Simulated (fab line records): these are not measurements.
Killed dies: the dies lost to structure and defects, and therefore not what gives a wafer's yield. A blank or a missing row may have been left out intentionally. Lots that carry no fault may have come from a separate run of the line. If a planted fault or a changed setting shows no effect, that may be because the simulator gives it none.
Which of the tools did it? -- flow gf180mcu -- Sampling: 24 lots, 72 wafers, 5 of 602 route steps

WHAT EACH GAUGE READ, for each wafer
GF_V4_THK_MEAS_01. Usual: V4_CVD_00_THK 604 nm, standard deviation 8.5.
lot,measured,on,V4_CVD_00_THK (nm),flag
L074,day 23 10:13,film_metro-01,604 609 604,
L075,day 23 17:00,film_metro-04,597 600 600,
L076,day 24 04:43,film_metro-01,597 593 609,
L077,day 24 15:54,film_metro-01,598 599 606,
L078,day 24 22:51,film_metro-04,596 594 600,
L079,day 25 07:58,film_metro-04,614 620 608,
L080,day 25 16:27,film_metro-04,610 607 604,
L081,day 25 20:08,film_metro-04,597 589 594,
L082,day 26 08:43,film_metro-02,610 613 608,
L083,day 26 10:19,film_metro-02,616 610 616,
L084,day 26 21:59,film_metro-01,606 603 593,
L085,day 27 00:58,film_metro-01,617 614 605,
L086,day 27 19:28,film_metro-01,615 612 612,
L087,day 27 21:05,film_metro-02,592 595 601,
L088,day 28 01:44,film_metro-01,597 600 598,
L089,day 28 15:25,film_metro-02,619 616 612,
L090,day 28 18:42,film_metro-02,612 606 612,
L091,day 29 00:26,film_metro-01,595 593 589,
L092,day 29 09:10,film_metro-02,603 611 610,
L093,day 29 19:16,film_metro-02,597 595 598,
L094,day 29 22:02,film_metro-04,594 592 602,
L096,day 30 10:04,film_metro-01,594 593 601,
L095,day 30 11:38,film_metro-02,604 607 602,
L097,day 30 12:35,film_metro-04,595 598 600,

GF_V4_BOW_MEAS_05. Usual: V4_BOW 134 um, standard deviation 9.3.
lot,measured,on,V4_BOW (um),flag
L074,day 23 10:51,film_metro-04,137 134 132,
L075,day 23 17:29,film_metro-04,132 127 140,
L076,day 24 05:22,film_metro-01,135 132 131,
L077,day 24 16:25,film_metro-01,128 126 137,
L078,day 24 23:20,film_metro-01,139 142 153,
L079,day 25 08:52,film_metro-02,121 134 130,
L080,day 25 16:56,film_metro-04,131 142 142,
L081,day 25 20:38,film_metro-01,129 127 121,
L082,day 26 09:13,film_metro-04,141 147 137,
L083,day 26 10:49,film_metro-02,137 127 143,
L084,day 26 22:29,film_metro-02,136 136 131,
L085,day 27 01:28,film_metro-01,118 132 134,
L086,day 27 19:59,film_metro-01,138 138 148,
L087,day 27 21:35,film_metro-01,141 119 136,
L088,day 28 02:13,film_metro-02,145 135 140,
L089,day 28 15:54,film_metro-01,140 149 138,
L090,day 28 19:12,film_metro-01,140 129 136,
L091,day 29 00:55,film_metro-01,120 116 117,
L092,day 29 09:40,film_metro-02,120 135 132,
L093,day 29 19:46,film_metro-04,127 129 122,
L094,day 29 22:48,film_metro-02,143 140 135,
L096,day 30 10:34,film_metro-02,131 129 124,
L095,day 30 12:07,film_metro-04,128 127 138,
L097,day 30 13:04,film_metro-04,127 121 132,

TOOL THAT RAN EACH LOT (tool first, then ch and the chambers of the sampled wafers, then the start)
lot,GF_M3_SPUTTER_01,GF_M3_STRIP_17,GF_M4_SPUTTER_01
L074,"pvd_sputter-04, day 20 08:16","plasma_asher-03 ch 0,1, day 21 08:50","pvd_sputter-03, day 22 10:44"
L075,"pvd_sputter-04, day 20 15:32","plasma_asher-04 ch 0,1, day 21 15:54","pvd_sputter-01, day 22 17:14"
L076,"pvd_sputter-04, day 21 03:56","plasma_asher-01 ch 0,1, day 22 04:08","pvd_sputter-03, day 23 05:46"
L077,"pvd_sputter-03, day 21 13:56","plasma_asher-04 ch 0,1, day 22 14:20","pvd_sputter-01, day 23 16:50"
L078,"pvd_sputter-02, day 21 22:56","plasma_asher-04 ch 0,1, day 22 22:04","pvd_sputter-03, day 23 23:49"
L079,"pvd_sputter-03, day 22 08:43","plasma_asher-01 ch 0,1, day 23 08:13","pvd_sputter-04, day 24 09:08"
L080,"pvd_sputter-04, day 22 17:21","plasma_asher-03 ch 1, day 23 16:26","pvd_sputter-03, day 24 17:28"
L081,"pvd_sputter-03, day 22 22:21","plasma_asher-04 ch 0,1, day 23 21:11","pvd_sputter-04, day 24 21:31"
L082,"pvd_sputter-03, day 23 10:21","plasma_asher-03 ch 1, day 24 09:03","pvd_sputter-04, day 25 10:19"
L083,"pvd_sputter-03, day 23 13:36","plasma_asher-03 ch 0,1, day 24 11:43","pvd_sputter-01, day 25 11:41"
L084,"pvd_sputter-02, day 24 03:11","plasma_asher-03 ch 0,1, day 25 01:11","pvd_sputter-01, day 26 00:48"
L085,"pvd_sputter-03, day 24 04:52","plasma_asher-04 ch 0,1, day 25 03:10","pvd_sputter-04, day 26 03:08"
L086,"pvd_sputter-03, day 25 02:05","plasma_asher-01 ch 0,1, day 25 23:36","pvd_sputter-01, day 26 22:20"
L087,"pvd_sputter-04, day 25 03:40","plasma_asher-03 ch 0,1, day 26 00:52","pvd_sputter-04, day 26 23:58"
L088,"pvd_sputter-04, day 25 08:21","plasma_asher-01 ch 0,1, day 26 05:39","pvd_sputter-03, day 27 04:44"
L089,"pvd_sputter-03, day 25 23:04","plasma_asher-04 ch 0,1, day 26 20:38","pvd_sputter-01, day 27 18:55"
L090,"pvd_sputter-02, day 26 01:27","plasma_asher-04 ch 1, day 26 22:20","pvd_sputter-04, day 27 21:32"
L091,"pvd_sputter-02, day 26 08:35","plasma_asher-03 ch 0,1, day 27 05:17","pvd_sputter-04, day 28 04:02"
L092,"pvd_sputter-04, day 26 18:17","plasma_asher-04 ch 0,1, day 27 14:49","pvd_sputter-04, day 28 13:17"
L093,"pvd_sputter-02, day 27 05:23","plasma_asher-04 ch 0,1, day 28 01:46","pvd_sputter-01, day 28 23:01"
L094,"pvd_sputter-04, day 27 07:08","plasma_asher-01 ch 0,1, day 28 03:40","pvd_sputter-04, day 29 01:20"
L096,"pvd_sputter-03, day 27 20:44","plasma_asher-01 ch 0,1, day 28 16:50","pvd_sputter-04, day 29 14:50"
L095,"pvd_sputter-02, day 27 23:32","plasma_asher-01 ch 0,1, day 28 18:42","pvd_sputter-01, day 29 16:36"
L097,"pvd_sputter-04, day 27 23:58","plasma_asher-03 ch 0,1, day 28 19:32","pvd_sputter-01, day 29 17:36"
- GF_M3_SPUTTER_01: material TiN, target thk 30 nm, time 25 s.
- GF_M3_STRIP_17: strips in O2/N2.
- GF_M4_SPUTTER_01: material TiN, target thk 30 nm, time 25 s.

AS READ BY THE TOOLS THEMSELVES (means over the sampled wafers that have a number; for cases with no such wafer, the mark the record gives instead)
GF_M3_SPUTTER_01. Usual: 29.4 % for throttle_valve_pct, sd 1.
lot,tool,throttle_valve_pct (%),flag
L074,pvd_sputter-04,28.9,
L075,pvd_sputter-04,29.9,
L076,pvd_sputter-04,29.4,
L077,pvd_sputter-03,29.8,
L078,pvd_sputter-02,30.2,
L079,pvd_sputter-03,29.2,
L080,pvd_sputter-04,29.9,
L081,pvd_sputter-03,29.2,
L082,pvd_sputter-03,29.3,
L083,pvd_sputter-03,30.1,
L084,pvd_sputter-02,30.0,
L085,pvd_sputter-03,28.9,
L086,pvd_sputter-03,28.2,
L087,pvd_sputter-04,28.8,
L088,pvd_sputter-04,29.4,
L089,pvd_sputter-03,30.0,
L090,pvd_sputter-02,29.9,
L091,pvd_sputter-02,29.7,
L092,pvd_sputter-04,29.0,
L093,pvd_sputter-02,30.2,
L094,pvd_sputter-04,29.3,
L096,pvd_sputter-03,29.9,
L095,pvd_sputter-02,29.9,
L097,pvd_sputter-04,28.4,

GF_M3_STRIP_17. Usual: drypump_motor_current_A 5.6 A, standard deviation 0.5; heater_power_w 319 W, standard deviation 25; oes_product_au 0.539 a.u., standard deviation 0.0049; strip_time_to_endpoint_s 7.40 s, standard deviation 0.047.
lot,tool,drypump_motor_current_A (A),heater_power_w (W),oes_product_au (a.u.),strip_time_to_endpoint_s (s),flag
L074,plasma_asher-03,5.9,326,0.537,7.43,
L075,plasma_asher-04,5.3,303,0.546,7.40,
L076,plasma_asher-01,5.5,328,0.544,7.47,
L077,plasma_asher-04,5.3,298,0.534,7.34,
L078,plasma_asher-04,5.2,291,0.543,7.41,
L079,plasma_asher-01,5.6,328,0.545,7.43,
L080,plasma_asher-03,6.7,363,0.538,7.36,
L081,plasma_asher-04,5.3,302,0.539,7.40,
L082,plasma_asher-03,6.7,363,0.538,7.40,
L083,plasma_asher-03,5.8,327,0.534,7.36,
L084,plasma_asher-03,5.9,326,0.540,7.37,
L085,plasma_asher-04,5.2,293,0.542,7.39,
L086,plasma_asher-01,5.6,322,0.537,7.40,
L087,plasma_asher-03,6.3,347,0.544,7.40,
L088,plasma_asher-01,5.6,331,0.542,7.45,
L089,plasma_asher-04,5.3,297,0.536,7.42,
L090,plasma_asher-04,5.1,287,0.537,7.42,
L091,plasma_asher-03,5.9,324,0.536,7.37,
L092,plasma_asher-04,5.2,297,0.534,7.42,
L093,plasma_asher-04,5.3,299,0.537,7.36,
L094,plasma_asher-01,5.6,328,0.534,7.31,
L096,plasma_asher-01,5.6,328,0.538,7.37,
L095,plasma_asher-01,5.6,323,0.540,7.47,
L097,plasma_asher-03,6.3,350,0.541,7.36,

GF_M4_SPUTTER_01. Usual: 29.5 % for throttle_valve_pct, sd 1.1.
lot,tool,throttle_valve_pct (%),flag
L074,pvd_sputter-03,29.0,
L075,pvd_sputter-01,30.1,
L076,pvd_sputter-03,29.2,
L077,pvd_sputter-01,29.2,
L078,pvd_sputter-03,28.9,
L079,pvd_sputter-04,30.0,
L080,pvd_sputter-03,29.4,
L081,pvd_sputter-04,29.4,
L082,pvd_sputter-04,29.4,
L083,pvd_sputter-01,30.8,
L084,pvd_sputter-01,29.5,
L085,pvd_sputter-04,29.4,
L086,pvd_sputter-01,30.0,
L087,pvd_sputter-04,28.8,
L088,pvd_sputter-03,29.8,
L089,pvd_sputter-01,29.9,
L090,pvd_sputter-04,30.4,
L091,pvd_sputter-04,28.8,
L092,pvd_sputter-04,30.4,
L093,pvd_sputter-01,29.6,
L094,pvd_sputter-04,29.5,
L096,pvd_sputter-04,30.0,
L095,pvd_sputter-01,29.2,
L097,pvd_sputter-01,30.7,

THE ANSWER, worked out from the rows above alone
Rule: a lot is off if the mean of its wafers that have a number lies more than 3 standard deviations from the usual mean. Also off: a lot with no number at a reading for which 4 or more lots have one. The other lots that the step has rows for count as sound. The gauges are gone through in route order, then the tools' own readings, and for those a lot's mean is taken as printed above. At the first step where some lot is off, the reading lying furthest off is the one used; lots without a number count as furthest.
Nothing can be told from this: no lot is off at any reading shown.

WHAT THE SIMULATOR HAD PUT IN
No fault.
